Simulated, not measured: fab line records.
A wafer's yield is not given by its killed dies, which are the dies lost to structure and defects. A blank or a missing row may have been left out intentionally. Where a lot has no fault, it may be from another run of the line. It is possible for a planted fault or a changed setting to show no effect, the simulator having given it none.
The same fault as seen by 2 desks | flow sky130 | only its own numbers are on each desk; what lay behind them is given at the end

== FROM THE METROLOGY DESK ==
What the gauges read, lot by lot, whatever tool the lot ran on: means of the sampled wafers that have a number. A lot is out of limits, marked OUT, if its mean lies more than 4 standard deviations from the usual mean; the brackets give that distance.
Columns: A = VT_ADJUST_LVTN_01_OVL at SKY_VT_ADJUST_LVTN_OVL_MEAS_18, usual 0.5 nm; B = VT_ADJUST_NCORE_TW at SKY_VT_ADJUST_NCORE_TW_MEAS_11, usual 218.8; C = SONOS_TUNNEL_OVL at SKY_SONOS_TUNNEL_OVL_MEAS_08, usual 0.5 nm
lot  | first seen here | A    | B     | C
L272 | day 7 19:19     | 0.3  | 217.1 | 1.2
L274 | day 8 09:07     | -0.5 | 218.3 | 1.8
L275 | day 8 14:55     | -0.1 | 218.0 | -0.2
L276 | day 8 19:34     | -0.9 | 218.8 | -1.3
L277 | day 9 03:25     | -1.0 | 216.8 | -0.4
L278 | day 9 13:31     | 1.3  | 220.0 | 1.1
L286 | day 11 16:10    | -0.5 | 219.7 | 1.5
L288 | day 12 07:49    | 1.3  | 217.6 | 0.1
L289 | day 12 15:28    | -2.3 | 220.4 | -0.4
L290 | day 12 23:19    | 2.0  | 219.5 | 2.8
L292 | day 13 14:13    | 0.9  | 218.8 | 1.8
L293 | day 13 19:40    | 0.6  | 219.1 | -0.8
L294 | day 14 03:07    | 1.7  | 217.7 | 1.4
L295 | day 14 08:52    | 0.8  | 217.7 | -0.6
This desk's finding: nothing out of limits on any of the 14 lots.

== THE TOOL OWNER'S DESK: furnace-01 ==
The tool's own readings at SKY_GATE_OXIDE_OXIDATION_01 (stabilise 600 s, purge 300 s, target thk 10.268 nm): means of the sampled wafers that have a number, for each lot that ran on this tool. A lot is out of limits, marked OUT, if its mean lies more than 4 standard deviations from the usual mean; the brackets give that distance.
Columns: A = spike tc bottom C at SKY_GATE_OXIDE_OXIDATION_01, usual 918 C
lot  | first seen here | A
L272 | day 12 21:51    | 922
L274 | day 13 12:31    | 922
L275 | day 13 16:26    | 921
L276 | day 13 22:13    | 923
L278 | day 14 22:02    | 922
L286 | day 17 12:03    | 921
L293 | day 20 04:58    | 921
L294 | day 20 13:50    | 921
This desk's finding: nothing out of limits on any of the 8 lots.

== BROUGHT TOGETHER ==
At the metrology desk, nothing out of limits was observed.
The tool owner's desk saw nothing out of limits.

== WHAT THE SIMULATOR HAD INSERTED ==
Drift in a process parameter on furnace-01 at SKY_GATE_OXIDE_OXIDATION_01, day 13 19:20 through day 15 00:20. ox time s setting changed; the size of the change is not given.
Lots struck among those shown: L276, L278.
